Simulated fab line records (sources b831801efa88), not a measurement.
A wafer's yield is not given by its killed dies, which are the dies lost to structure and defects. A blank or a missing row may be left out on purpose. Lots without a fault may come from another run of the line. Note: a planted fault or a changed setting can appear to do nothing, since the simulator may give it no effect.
2 desks looking at one fault	flow sky130	what lay behind the numbers comes last; until then each desk has only its own

== AT THE METROLOGY DESK ==
What the gauges read for every lot (on any tool): the sampled wafers with a number, averaged. The brackets show how far a lot's mean lies from the usual mean; more than 4 standard deviations puts the lot out of limits, marked OUT.
Columns: A = cdNm at SKY_VIA1_CD_MEAS_12, usual 150.0 nm
lot	first seen here	A
L262	day 34 14:04	150.2
L263	day 35 00:04	149.2
L264	day 35 16:49	149.1
L265	day 36 17:55	151.1
L266	day 36 21:38	151.8
L268	day 37 00:05	149.8
L272	day 38 01:08	150.9
L274	day 38 21:55	149.0
L276	day 39 09:41	150.3
L280	day 40 14:56	149.2
L281	day 40 16:05	148.4
L282	day 40 18:40	149.4
This desk found nothing out of limits on any of the 12 lots.

== FOR THE TOOL OWNER'S DESK: cmp-01 ==
The tool's own readings at SKY_VIA1_CMP_02 (polishes SiO2): means of the sampled wafers that have a number, for each lot that ran on this tool. The brackets show how far a lot's mean lies from the usual mean; more than 4 standard deviations puts the lot out of limits, marked OUT.
Columns: A = edgeZonePressureFrac at SKY_VIA1_CMP_02, usual 1.001; B = motorCurrentA at SKY_VIA1_CMP_02, usual 11.7 A
lot	first seen here	A	B
L265	day 35 15:53	1.004	11.7
L266	day 35 19:31	0.996	10.8
L272	day 36 23:21	1.002	10.7
L274	day 37 20:02	1.003	13.0
L276	day 38 07:54	0.998	11.9
This desk found nothing out of limits on any of the 5 lots.

== ALL TOGETHER ==
Nothing out of limits was seen by the metrology desk.
The desk of the tool owner found nothing out of limits.

== WHAT THE SIMULATOR HAD PUT IN ==
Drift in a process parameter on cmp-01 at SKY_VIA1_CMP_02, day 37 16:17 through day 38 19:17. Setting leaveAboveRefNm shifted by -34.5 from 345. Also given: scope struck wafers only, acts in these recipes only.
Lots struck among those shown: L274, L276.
